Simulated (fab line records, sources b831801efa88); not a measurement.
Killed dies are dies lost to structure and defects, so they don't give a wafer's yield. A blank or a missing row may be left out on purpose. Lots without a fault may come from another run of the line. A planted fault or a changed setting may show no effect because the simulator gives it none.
Split-lot experiment | flow sfq_line | 5 lots, 27 wafers read, on a route of 325 steps

THE SPLIT
At SFQ_TRILAYER_M8_DEP_EVAP_196 (material Au, target thk 180 nm, time 900 s), the setting time_s was moved away from the recipe's 900 s on 12 of the 27 wafers read, by -34.8% to +51.2%. The other wafers ran this setting at the recipe's value.

FROM THE SPLIT TO THE READING: what the file shows between them, 1 step
- SFQ_M8_RS_MEAS_949: measures by four-point-probe

THE READING
M8_AU_THK, in nm, at SFQ_M8_THK_MEAS_950 (measures by xrf). Fault-free wafers of this fab line usually give 178.7 nm, standard deviation 2.3 nm.

wafer  | tool, chamber at the split | time_s as run, s | against the recipe | M8_AU_THK, nm | against lot-mates on the recipe
L075.1 | pvd_sputter-01, -          | 900              | recipe             | 181.6         | -
L075.2 | pvd_sputter-01, -          | 900              | recipe             | 178.9         | -
L075.3 | pvd_sputter-01, -          | 900              | recipe             | 179.8         | -
L077.1 | pvd_sputter-01, -          | 1174             | +30.4%             | 229.1         | +53.3
L077.2 | pvd_sputter-01, -          | 900              | recipe             | 176.2         | -
L077.3 | pvd_sputter-01, -          | 1174             | +30.4%             | 230.5         | +54.7
L077.4 | pvd_sputter-01, -          | 900              | recipe             | 175.2         | -
L077.5 | pvd_sputter-01, -          | 1174             | +30.4%             | 228.5         | +52.7
L077.6 | pvd_sputter-01, -          | 900              | recipe             | 176.1         | -
L079.1 | pvd_sputter-01, -          | 900              | recipe             | 177.8         | -
L079.2 | pvd_sputter-01, -          | 1361             | +51.2%             | 270.7         | +92.7
L079.3 | pvd_sputter-01, -          | 900              | recipe             | 178.2         | -
L079.4 | pvd_sputter-01, -          | 1361             | +51.2%             | 267.6         | +89.6
L079.5 | pvd_sputter-01, -          | 1361             | +51.2%             | 268.2         | +90.2
L079.6 | pvd_sputter-01, -          | 900              | recipe             | 178.0         | -
L081.1 | pvd_sputter-01, -          | 900              | recipe             | 177.0         | -
L081.2 | pvd_sputter-01, -          | 900              | recipe             | 176.6         | -
L081.3 | pvd_sputter-01, -          | 900              | recipe             | 175.4         | -
L081.4 | pvd_sputter-01, -          | 1141             | +26.8%             | 225.9         | +49.6
L081.5 | pvd_sputter-01, -          | 1141             | +26.8%             | 224.7         | +48.4
L081.6 | pvd_sputter-01, -          | 1141             | +26.8%             | 224.6         | +48.3
L082.1 | pvd_sputter-02, -          | 587.1            | -34.8%             | 120.1         | -58.6
L082.2 | pvd_sputter-02, -          | 900              | recipe             | 178.2         | -
L082.3 | pvd_sputter-02, -          | 900              | recipe             | 179.9         | -
L082.4 | pvd_sputter-02, -          | 587.1            | -34.8%             | 116.6         | -62.1
L082.5 | pvd_sputter-02, -          | 900              | recipe             | 178.0         | -
L082.6 | pvd_sputter-02, -          | 587.1            | -34.8%             | 120.1         | -58.6

THE FIT
A straight line over all 27 wafers: M8_AU_THK changes by +1.74 nm for each +1% of time_s; r = +1.00; the points scatter about the line by 1.8 nm.
The same after taking each lot's own level away (the mean of its wafers on the recipe; 27 wafers): +1.76 nm for each +1%; r = +1.00; scatter 1.2 nm.
On that fit, the largest move of time_s shifts the reading by 90 nm.
The lots' own levels span 175.83 to 180.10 nm, that is 1.9 times the standard deviation above.
So the lot-to-lot level changes the slope little: the two slopes agree.
Check: with one of the wafers moved furthest among these (+51.2%) left out of the fit, the line predicts +90.1 nm for it against its lot-mates. It came out at +92.7 nm against them.

THE WHOLE CHAIN: every reading that the file lists as answering this split, in the file's order
step                         | what it does                               | reading                                                                                | change (the file's fit)              | r (the file's)
SFQ_TRILAYER_M8_DEP_EVAP_196 | material Au, target thk 180 nm, time 900 s | Au_of_TRILAYER_M8_DEP_EVAP_196.thk_nm (the simulator's own value, which no gauge read) | +1.79 nm for each +1% of the setting | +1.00
SFQ_M8_RS_MEAS_949           | measures by four-point-probe               | M8_AU_RS                                                                               | -0.00137 for each +1% of the setting | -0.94
SFQ_M8_THK_MEAS_950          | measures by xrf                            | M8_AU_THK                                                                              | +1.77 for each +1% of the setting    | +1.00

THE FILE'S OWN FIT
M8_AU_THK changes by +1.77 nm for each +1% of time_s, r = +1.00.
